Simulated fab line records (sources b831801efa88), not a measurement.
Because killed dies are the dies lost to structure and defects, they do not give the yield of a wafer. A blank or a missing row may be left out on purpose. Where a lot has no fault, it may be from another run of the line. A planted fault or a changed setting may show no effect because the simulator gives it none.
Chamber matching    flow sky130    cmp-01 running SKY_VIA1_CMP_24: 4 sister chambers
The step polishes, stops on SiO2, t overpolish 15 s, target thk 0 nm. 4 wafers are shown with their chamber, then 9 later ones without.

WAFERS, EACH WITH ITS CHAMBER
wafer   chamber  time to endpoint s (s)
L595.5  2        71.3
L599.3  1        66.3
L599.4  0        64.4
L599.6  3        62.9

WAFERS WHOSE CHAMBER IS MISSING
wafer   time to endpoint s (s)
L608.2  62.9
L608.5  62.4
L608.6  63.8
L609.1  61.7
L609.3  66.5
L609.4  66.3
L610.2  66.3
L610.4  64.2
L610.5  63.9

WHICH CHAMBER EACH ONE RAN IN
wafer    from the rows above       in truth
L608.2   3                         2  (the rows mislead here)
L608.5   3                         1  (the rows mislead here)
L608.6   can't be placed: 0 or 3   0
L609.1   3                         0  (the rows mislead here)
L609.3   1                         1
L609.4   1                         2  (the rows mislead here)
L610.2   1                         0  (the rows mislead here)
L610.4   0                         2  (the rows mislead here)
L610.5   can't be placed: 0 or 3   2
Correct placement for 1 of the 9. Unplaceable from these rows: 2, with the true chamber sitting among the candidates in 1. Wrongly placed: 6.
How it was worked out, from the rows above alone: a wafer's distance from a chamber is the root of the sum, over the readings, of the square of ((its reading less the chamber's mean) divided by the reading's scatter). The wafer belongs to the nearest chamber; if the next one is less than 2 further off, it can't be placed. For every chamber, the mean is computed from those of its wafers that are shown. The scatter: with one shown wafer a chamber, the root of the mean of the squares of how far each hidden wafer lies from its nearest shown one.
